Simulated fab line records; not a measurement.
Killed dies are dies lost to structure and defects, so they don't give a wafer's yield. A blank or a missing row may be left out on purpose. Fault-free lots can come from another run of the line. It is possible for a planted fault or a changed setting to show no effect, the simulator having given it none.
Chamber matching	flow gf180mcu	GF_V2_CVD_02 on pecvd-02: 3 sister chambers
The step deposits SiO2 from TEOS, target thk 850 nm, time 94.851 s. 6 wafers are shown with their chamber, then 9 later ones without.

## EACH WAFER AND ITS CHAMBER
wafer	chamber	heater_power_w (W)
L086.3	1	666
L087.4	0	808
L087.5	1	533
L092.1	0	721
L092.2	2	775
L092.5	2	783

## WAFERS WHOSE CHAMBER IS MISSING
wafer	heater_power_w (W)
L093.1	799
L093.4	535
L093.6	632
L095.1	599
L095.3	673
L095.4	650
L096.1	592
L096.2	665
L096.4	767

## CHAMBER TAKEN BY EACH
wafer	from the rows above	in truth
L093.1	can't be placed: 2 or 0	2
L093.4	1	1
L093.6	can't be placed: 1 or 0 or 2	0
L095.1	1	1
L095.3	can't be placed: 1 or 0 or 2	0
L095.4	can't be placed: 1 or 0 or 2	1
L096.1	1	1
L096.2	can't be placed: 1 or 0 or 2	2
L096.4	can't be placed: 0 or 2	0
Placed correctly: 3 of 9. Unplaceable from these rows: 6, with the true chamber sitting among the candidates in 6. Placed wrongly: 0.
How it was worked out, from the rows above alone: a wafer's distance from a chamber is the root of the sum, over the readings, of the square of ((its reading less the chamber's mean) divided by the reading's scatter). The wafer belongs to the nearest chamber; if the next one is less than 2 further off, it can't be placed. A chamber's mean is the mean of its shown wafers. The scatter: take each reading less its chamber's mean, square it, sum over the shown wafers, divide by the number of wafers less the number of chambers, and take the root.
